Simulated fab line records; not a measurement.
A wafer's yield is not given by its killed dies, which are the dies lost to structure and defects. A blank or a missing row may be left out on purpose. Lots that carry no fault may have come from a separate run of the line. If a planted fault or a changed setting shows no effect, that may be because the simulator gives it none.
Struck lot and sound lot, side by side | flow sky130 | 43 steps out of a route of 708
Sound: these wafers, L695.1, L695.3, L695.5. Struck: wafer L712.4. The cause is named last.
At each step with rows: each side's tool, then ch and its chambers, then its first start. Under that, the readings that differ: sound wafers | struck wafers | difference of the means | sigmas: that difference in standard deviations of wafers without a fault.
alike: words and numbers the same on both sides, and readings whose means are apart by under 2 such deviations; not compared: readings that were withheld, readings missing a value for some wafer, numbers with overlapping values and no deviation given by the record, and bounds like >300 which may hide the same value.
Wherever a step has rows on one side only, a row that says differs or no value, or a row with sigmas, the two part there. When numbers do not overlap yet have no deviation, they are printed without sigmas and do not part them. A reading missing from all wafers of one side parts the sides only when that side holds two or more wafers.

first, 1 step without rows for these wafers: SKY_CONTACT_ETCH_16 (etches BARC in N2/H2, stops on SiO2, time 45.9 s, target depth 60 nm).
SKY_CONTACT_ETCH_17: etches SiO2 in C4F8/O2/Ar, stops on Si3N4, target depth 340 nm.
  sound on rie diel-03 ch 0,2, day 34 16:38; struck on rie diel-04 ch 2, day 38 20:57
  reading               | sound             | struck | difference | sigmas
  bias w (W)            | 1206 1198 1203    | 1192   | -10        | -3
  oes product au (a.u.) | 0.892 0.896 0.903 | 0.885  | -0.012     | -3
then, 1 step without rows for these wafers: SKY_CONTACT_ETCH_18 (etches Si3N4 in CHF3/O2, stops on TiN, time 39 s, target depth 75 nm).
SKY_CONTACT_STRIP_19: strips in O2/N2.
  sound on plasma asher-02 ch 0,1, day 34 16:43; struck on plasma asher-01 ch 0, day 38 21:04
  alike: drypump motor current A, n2 flow sccm, oes product au, strip time to endpoint s
  not compared: rf hours counter h
then, 4 steps without rows for these wafers: SKY_CONTACT_STRIP_20 (strips in post etch residue remover, time 1200 s); SKY_CONTACT_CLEAN_21 (cleans in IPA, time 180 s); SKY_CONTACT_CLEAN_22 (cleans in O3/DIW); SKY_CONTACT_SPUTTER_23 (material TiN, target thk 20 nm, time 80 s).
SKY_CONTACT_CVD_24: deposits W, target thk 340 nm, time 102.12 s.
  sound on cvd w-01 ch 0,1, day 34 17:23; struck on cvd w-01 ch 1, day 38 21:46
  alike: heater power w, susceptor temp C
SKY_CONTACT_RS_MEAS_25: a four-point-probe measurement.
  sound on film metro-04 at day 34 17:30; struck on film metro-04 at day 38 21:53
  alike: CONTACT_W_RS
SKY_CONTACT_THK_MEAS_26: measures by xrf.
  sound on film metro-04 at day 34 17:37; struck on film metro-04 at day 38 21:59
  alike: CONTACT_W_THK
then, 1 step without rows for these wafers: SKY_CONTACT_CMP_27 (polishes, stops on SiO2, t overpolish 15 s, target thk 0 nm).
SKY_METAL1_SPUTTER_00: material Ti, target thk 15 nm, time 10 s.
  sound on pvd sputter-01 at day 34 17:59; struck on pvd sputter-04 at day 38 22:19
  reading                | sound          | struck | difference | sigmas
  throttle valve pct (%) | 30.3 28.2 29.9 | 32.5   | +3.0       | +2
then, 4 steps without rows for these wafers: SKY_METAL1_SPUTTER_01 (material TiN, target thk 20 nm, time 16.7 s); SKY_METAL1_SPUTTER_02 (material AlCu, target thk 250 nm, time 13.3 s); SKY_METAL1_SPUTTER_03 (material Ti, target thk 5 nm, time 3.3 s); SKY_METAL1_SPUTTER_04 (material TiN, target thk 70 nm, time 58.3 s).
SKY_METAL1_RS_MEAS_05: a four-point-probe measurement.
  sound on film metro-03 at day 34 18:07; struck on film metro-01 at day 38 22:31
  alike: METAL1_ALCU_RS
SKY_METAL1_THK_MEAS_06: measures by xrf.
  sound on film metro-03 at day 34 18:14; struck on film metro-01 at day 38 22:36
  alike: METAL1_ALCU_THK
then, 8 steps without rows for these wafers: SKY_METAL1_DEHYDRATE_07 (time 60 s); SKY_METAL1_HMDS_08 (prime time 60 s); SKY_METAL1_COAT_09 (resist thk 60 nm); SKY_METAL1_COAT_10 (resist thk 450 nm); SKY_METAL1_SOFTBAKE_11 (time 90 s); SKY_METAL1_EXPOSE_12 (exposes mask MM1, target cd 140 nm); SKY_METAL1_PEB_13; SKY_METAL1_DEVELOP_14 (develop time 60 s).
SKY_METAL1_CD_MEAS_15 targets a cd of 140 nm.
  sound on cd sem-01 at day 35 20:55; struck on cd sem-01 at day 40 00:14
  alike: cd nm
SKY_METAL1_OVL_MEAS_16:
  sound on overlay-02 at day 35 21:02; struck on overlay-02 at day 40 00:19
  alike: METAL1_OVL
then, 3 steps without rows for these wafers: SKY_METAL1_DESCUM_17 (chemistry O2, time 8 s); SKY_METAL1_ETCH_18 (etches BARC in N2/H2, stops on SiO2, time 45.9 s, target depth 60 nm); SKY_METAL1_METAL_ETCH_19 (etches the open film in Cl2/BCl3, stops on SiO2, target depth 360 nm, time 78 s).
SKY_METAL1_STRIP_20: strips in O2/N2.
  sound on plasma asher-03 ch 0,1, day 35 21:27; struck on plasma asher-02 ch 0, day 40 00:33
  alike: drypump motor current A, n2 flow sccm, oes product au, strip time to endpoint s
  not compared: rf hours counter h
then, 4 steps without rows for these wafers: SKY_METAL1_STRIP_21 (strips in post etch residue remover, time 1200 s); SKY_METAL1_CLEAN_22 (cleans in IPA, time 180 s); SKY_METAL1_CLEAN_23 (cleans in O3/DIW); SKY_VIA1_HDPCVD_00 (deposits SiO2, target thk 1030 nm, time 171.7 s).
SKY_VIA1_THK_MEAS_01:
  sound on film metro-03 at day 35 22:10; struck on film metro-02 at day 40 01:18
  alike: VIA1_HDPCVD_THK
SKY_VIA1_CMP_02: polishes SiO2.
  sound on cmp-01 ch 1,3, day 35 22:16; struck on cmp-02 ch 1, day 40 01:20
  alike: motor current A, retaining ring pressure frac
SKY_VIA1_BOW_MEAS_03:
  sound on film metro-03 at day 35 22:31; struck on film metro-03 at day 40 01:41
  alike: VIA1_BOW
then, 2 steps without rows for these wafers: SKY_VIA1_DEHYDRATE_04 (time 60 s); SKY_VIA1_HMDS_05 (prime time 60 s).
-- the record jumps here: 11 days lie between the struck wafers' starts before and after (it left off in module VIA1 and takes up again in module PAD_OPEN, whose first step shown is number 708 of the route) --
SKY_PAD_OPEN_PROBE_99:
  sound on prober-01 at day 48 05:24; struck on prober-02 at day 51 03:51
  reading            | sound    | struck | difference | sigmas
  killed_at_M0_to_M3 | 39 41 38 | 86     | +47        | +8
  killed_at_M4_up    | 3 1 2    | 6      | +4         | +2
  killed dies        | 70 78 79 | 142    | +66        | +7
  killed on rim      | 18 17 12 | 25     | +9         | +3
  alike: killed at contacts, killed at front end, killed at other, killed open, killed short

## WHERE THEY PART
First at SKY_CONTACT_ETCH_17; last, within this record, at SKY_PAD_OPEN_PROBE_99.

WHY: what had been put in by the simulator
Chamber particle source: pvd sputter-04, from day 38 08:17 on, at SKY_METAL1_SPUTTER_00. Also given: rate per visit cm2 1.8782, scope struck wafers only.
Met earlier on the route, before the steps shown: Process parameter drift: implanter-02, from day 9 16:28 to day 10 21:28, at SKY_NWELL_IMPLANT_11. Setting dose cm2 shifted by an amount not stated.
